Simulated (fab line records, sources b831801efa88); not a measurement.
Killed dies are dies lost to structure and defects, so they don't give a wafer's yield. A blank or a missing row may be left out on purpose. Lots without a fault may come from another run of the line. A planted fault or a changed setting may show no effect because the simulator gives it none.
A struck lot beside a sound one | flow gf180mcu | 26 steps out of a route of 602
Sound: wafers L464.1, L464.2, L464.4. Struck: wafers L470.2, L470.5. (L470.4 of the same lot was not struck and is left out.) The cause comes at the end.
At each step with rows: each side's tool, then ch and its chambers, then its first start. Under that, the readings that differ: sound wafers | struck wafers | difference of the means | sigmas: that difference in standard deviations of wafers without a fault.
alike: readings whose means differ by less than 2 such deviations, and words and numbers that are the same on both sides. not compared: withheld readings, readings that some wafer has no value for, bounds like >300 that may hide the same value, and numbers for which the record gives no deviation and whose values overlap.
The two part at a step that has a row with sigmas, a row that says differs or no value, or rows on one side only. Numbers that don't overlap but have no deviation are shown without sigmas and don't part them. A reading that every wafer of one side lacks parts them only if that side has two wafers or more.

first, 6 steps without rows for these wafers: GF_TOP_METAL_HMDS_08 (prime time 60 s); GF_TOP_METAL_COAT_09 (resist thk 1500 nm); GF_TOP_METAL_SOFTBAKE_10 (time 60 s); GF_TOP_METAL_EXPOSE_11 (exposes mask MetalTop, target cd 440 nm); GF_TOP_METAL_PEB_12; GF_TOP_METAL_DEVELOP_13 (develop time 60 s).
GF_TOP_METAL_CD_MEAS_14: target cd 440 nm.
  sound on cd_sem-02, day 29 08:28; struck on cd_sem-01, day 31 03:28
  alike: cd_nm
GF_TOP_METAL_OVL_MEAS_15:
  sound on overlay-02, day 29 08:35; struck on overlay-01, day 31 03:34
  alike: TOP_METAL_OVL
GF_TOP_METAL_METAL_ETCH_16: etches the open film in Cl2/BCl3, stops on SiO2, target depth 1077.5 nm, time 179.6 s.
  sound on rie_metal-03 ch 0,1, day 29 08:37; struck on rie_metal-02 ch 0,1, day 31 03:35
  reading                      | sound          | struck    | difference | sigmas
  he_backside_leak_sccm (sccm) | 3.61 3.46 3.73 | 3.10 3.16 | -0.47      | -2
  alike: drypump_motor_current_A, mfc_cl2_sccm, oes_product_au, throttle_valve_pct
  not compared: rf_hours_counter_h
GF_TOP_METAL_STRIP_17: strips in O2/N2.
  sound on plasma_asher-01 ch 0,1, day 29 08:48; struck on plasma_asher-04 ch 1, day 31 03:46
  reading                     | sound       | struck  | difference | sigmas
  drypump_motor_current_A (A) | 5.2 5.3 5.2 | 6.6 6.6 | +1.4       | +3
  alike: heater_power_w, oes_product_au, strip_time_to_endpoint_s
  not compared: rf_hours_counter_h
then, 2 steps without rows for these wafers: GF_TOP_METAL_STRIP_18 (strips in post etch residue remover, time 1200 s); GF_TOP_METAL_CLEAN_19 (cleans in DIW).
GF_PASSIVATION_CVD_00: deposits SiO2 from TEOS, target thk 1000 nm, time 111.95 s.
  sound on pecvd-04 ch 0,1, day 29 09:21; struck on pecvd-04 ch 2, day 31 04:18
  reading                                      | sound             | struck      | difference | sigmas
  run_length_s (s)                             | 139.0 140.8 141.0 | 134.7 135.2 | -5.3       | -8
  model.SiO2_of_PASSIVATION_CVD_00.thk_nm (nm) | 1004 999.1 1006   | 944.7 966.2 | -47.6      |
  alike: heater_power_w
GF_PASSIVATION_THK_MEAS_01:
  sound on film_metro-03, day 29 09:28; struck on film_metro-02, day 31 04:23
  reading                     | sound          | struck  | difference | sigmas
  PASSIVATION_CVD_00_THK (nm) | 1004 1000 1005 | 945 965 | -48        | -3
GF_PASSIVATION_CVD_02: deposits Si3N4, target thk 700 nm, time 486.18 s.
  sound on pecvd-02 ch 0,2, day 29 09:31; struck on pecvd-02 ch 0,1, day 31 04:26
  alike: heater_power_w, run_length_s
GF_PASSIVATION_THK_MEAS_03:
  sound on film_metro-02, day 29 09:49; struck on film_metro-03, day 31 04:44
  alike: PASSIVATION_CVD_02_THK
then, 7 steps without rows for these wafers: GF_PASSIVATION_DEHYDRATE_04 (time 60 s); GF_PASSIVATION_HMDS_05 (prime time 60 s); GF_PASSIVATION_COAT_06 (resist thk 4000 nm); GF_PASSIVATION_SOFTBAKE_07; GF_PASSIVATION_EXPOSE_08 (exposes mask Pad, target cd 40000 nm); GF_PASSIVATION_PEB_09; GF_PASSIVATION_DEVELOP_10 (develop time 60 s).
GF_PASSIVATION_ETCH_11: etches the open film in CF4/O2, stops on TiN, target depth 1800 nm, time 400 s.
  sound on rie_diel-02 ch 0,1,3, day 30 04:25; struck on rie_diel-03 ch 0,2, day 31 21:40
  reading                                 | sound             | struck      | difference | sigmas
  oes_product_au (a.u.)                   | 0.964 0.965 0.977 | 0.943 0.959 | -0.018     | -2
  throttle_valve_pct (%)                  | 5.977 5.962 5.977 | 5.946 5.951 | -0.024     | -2
  model.PASSIVATION.feature_depth_nm (nm) | 1714 1712 1731    | 1638 1683   | -58        |
  model.etch.depth_nm (nm)                | 1714 1712 1731    | 1638 1683   | -58        |
  alike: drypump_motor_current_A
  not compared: rf_hours_counter_h
GF_PASSIVATION_STRIP_12: strips in O2/N2.
  sound on plasma_asher-04 ch 0,1, day 30 04:39; struck on plasma_asher-04 ch 0,1, day 31 21:54
  alike: drypump_motor_current_A, heater_power_w, oes_product_au, strip_time_to_endpoint_s
  not compared: rf_hours_counter_h
GF_PASSIVATION_PROBE_99:
  the record has rows for the sound wafers here (prober-02, day 30 06:22) and none for the struck ones

WHERE THEY PART
First at GF_TOP_METAL_METAL_ETCH_16; last, within this record, at GF_PASSIVATION_PROBE_99.

WHY: what the simulator had put in
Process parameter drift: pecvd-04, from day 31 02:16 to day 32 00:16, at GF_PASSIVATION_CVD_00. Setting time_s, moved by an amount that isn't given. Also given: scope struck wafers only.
